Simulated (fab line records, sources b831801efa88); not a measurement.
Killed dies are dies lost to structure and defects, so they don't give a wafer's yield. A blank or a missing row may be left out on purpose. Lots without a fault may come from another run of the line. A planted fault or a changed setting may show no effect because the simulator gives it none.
One fault seen from 2 desks | flow gf180mcu | each desk has only its own numbers; what lay behind them comes last

THE METROLOGY DESK
What the gauges read, lot by lot, whatever tool the lot ran on: means of the sampled wafers that have a number. A lot is out of limits, marked OUT, if its mean lies more than 4 standard deviations from the usual mean; the brackets give that distance.
Columns: A = DNWELL_TW at GF_DNWELL_TW_MEAS_09, usual 1350; B = cd_nm at GF_M2_CD_MEAS_14, usual 280.0 nm; C = M2_OVL at GF_M2_OVL_MEAS_15, usual 0 nm
lot  | first seen here | A              | B     | C
L736 | day 2 19:58     | 1359           | 279.1 | 3
L737 | day 3 00:11     | 1358           | 280.2 | 9
L738 | day 3 05:58     | 1352           | 279.1 | 6
L739 | day 3 13:32     | 1328           | 279.4 | -1
L742 | day 4 02:34     | 1346           | 280.6 | -4
L744 | day 4 14:03     | 1339           | 280.1 | 5
L745 | day 4 18:52     | 1347           | 281.2 | -6
L747 | day 5 04:53     | 1350           | 279.3 | -3
L749 | day 5 14:48     | 1360           | 280.9 | -5
L751 | day 6 02:23     | 1579 (+21) OUT | 279.7 | -0
L755 | day 6 23:17     | 1363           | 279.3 | 3
L756 | day 7 04:19     | 1550 (+18) OUT | 279.7 | 5
L757 | day 7 10:40     | 1341           | 278.3 | 1
L758 | day 7 14:35     | 1338           | 279.5 | -1
This desk's finding: out of limits on L751, L756; first on L751, day 6 02:23 (DNWELL_TW at GF_DNWELL_TW_MEAS_09). In limits: L736, L737, L738, L739, L742, L744, L745, L747, L749, L755, L757, L758.

THE TOOL OWNER'S DESK: implanter-04
The tool's own readings at GF_DNWELL_IMPLANT_07: means of the sampled wafers that have a number, for each lot that ran on this tool. A lot is out of limits, marked OUT, if its mean lies more than 4 standard deviations from the usual mean; the brackets give that distance.
Columns: A = dose_ions_cm2 at GF_DNWELL_IMPLANT_07, usual 1.0001e+13; B = faraday_current_uA at GF_DNWELL_IMPLANT_07, usual 56.4
lot  | first seen here | A                            | B
L737 | day 2 23:58     | 1.0013e+13                   | 56.4
L739 | day 3 13:17     | 9.9907e+12                   | 56.0
L745 | day 4 18:38     | 1.0013e+13                   | 57.4
L751 | day 6 02:08     | 1.5622e+13 (+99 or more) OUT | 88.7 (+29) OUT
L756 | day 7 04:04     | 1.5597e+13 (+99 or more) OUT | 88.4 (+29) OUT
This desk's finding: out of limits on L751, L756; first on L751, day 6 02:08 (dose_ions_cm2 at GF_DNWELL_IMPLANT_07). In limits: L737, L739, L745.

PUT TOGETHER
The tool owner's desk could have raised an alarm at day 6 02:08, on L751, L756.
The metrology desk could have raised an alarm at day 6 02:23, on L751, L756.
Of the lots named, all ran GF_DNWELL_IMPLANT_07 on implanter-04.

WHAT THE SIMULATOR HAD PUT IN
Process parameter drift: implanter-04, from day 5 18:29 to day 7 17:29, at GF_DNWELL_IMPLANT_07. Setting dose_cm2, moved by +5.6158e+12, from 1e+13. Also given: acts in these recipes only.
Lots struck among those shown: L751, L756.
Hours from the fault's start to each desk's first reading out of limits: the tool owner's desk, 8; the metrology desk, 8.
